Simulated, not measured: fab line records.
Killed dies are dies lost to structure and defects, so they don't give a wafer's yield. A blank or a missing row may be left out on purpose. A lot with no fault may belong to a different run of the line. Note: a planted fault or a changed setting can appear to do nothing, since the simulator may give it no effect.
One fault seen from 2 desks	flow gf180mcu	what lay behind the numbers comes last; until then each desk has only its own

== FROM THE METROLOGY DESK ==
What the gauges read for every lot (on any tool): the sampled wafers with a number, averaged. If a lot's mean is further than 4 standard deviations from the usual mean, the lot is out of limits and carries the mark OUT (the distance appears in the brackets).
Columns: A = STI_OXIDATION_THK at GF_STI_THK_MEAS_02, usual 10.04 nm; B = MVSD_OVL at GF_MVSD_OVL_MEAS_07, usual 0.5 nm; C = cd-nm at GF_CONTACT_CD_MEAS_14, usual 219.7 nm
lot	first seen here	A	B	C
L176	day 1 12:05	9.84	2.4	219.8
L178	day 1 21:32	10.47	0.7	219.3
L179	day 2 02:31	10.58	0.8	220.6
L180	day 2 07:31	9.88	-1.6	222.7
L185	day 3 08:32	10.20	-0.8	220.2
L186	day 3 13:38	10.03	1.2	220.2
L190	day 4 10:10	10.45	0.1	218.6
L192	day 4 19:31	9.89	0.9	218.0
L193	day 5 00:31	9.95	1.0	219.4
L194	day 5 06:07	9.97	1.2	220.9
L198	day 6 01:31	10.11	2.2	222.0
L199	day 6 07:13	10.32	0.7	218.9
This desk found nothing out of limits on any of the 12 lots.

== TOOL OWNER'S DESK, rie-diel-01 ==
The tool's own readings at GF_STI_ETCH_13 (etches the open film in CHF3/O2, stops on Si, target depth 282.31 nm, time 112.9 s): means of the sampled wafers that have a number, for each lot that ran on this tool. If a lot's mean is further than 4 standard deviations from the usual mean, the lot is out of limits and carries the mark OUT (the distance appears in the brackets).
Columns: A = drypump-motor-current-A at GF_STI_ETCH_13, usual 5.7 A; B = oes-product-au at GF_STI_ETCH_13, usual 0.834 a.u.; C = throttle-valve-pct at GF_STI_ETCH_13, usual 8.810 %
lot	first seen here	A	B	C
L178	day 2 11:01	6.0	0.832	8.813
L179	day 2 16:59	5.8	0.834	8.804
L180	day 2 21:41	5.9	0.828	8.808
L185	day 4 00:04	5.8	0.827	8.809
L186	day 4 04:17	6.0	0.832	8.802
This desk found nothing out of limits on any of the 5 lots.

== ALL TOGETHER ==
From the metrology desk's view, nothing was out of limits.
The desk of the tool owner found nothing out of limits.

== WHAT THE SIMULATOR PUT IN ==
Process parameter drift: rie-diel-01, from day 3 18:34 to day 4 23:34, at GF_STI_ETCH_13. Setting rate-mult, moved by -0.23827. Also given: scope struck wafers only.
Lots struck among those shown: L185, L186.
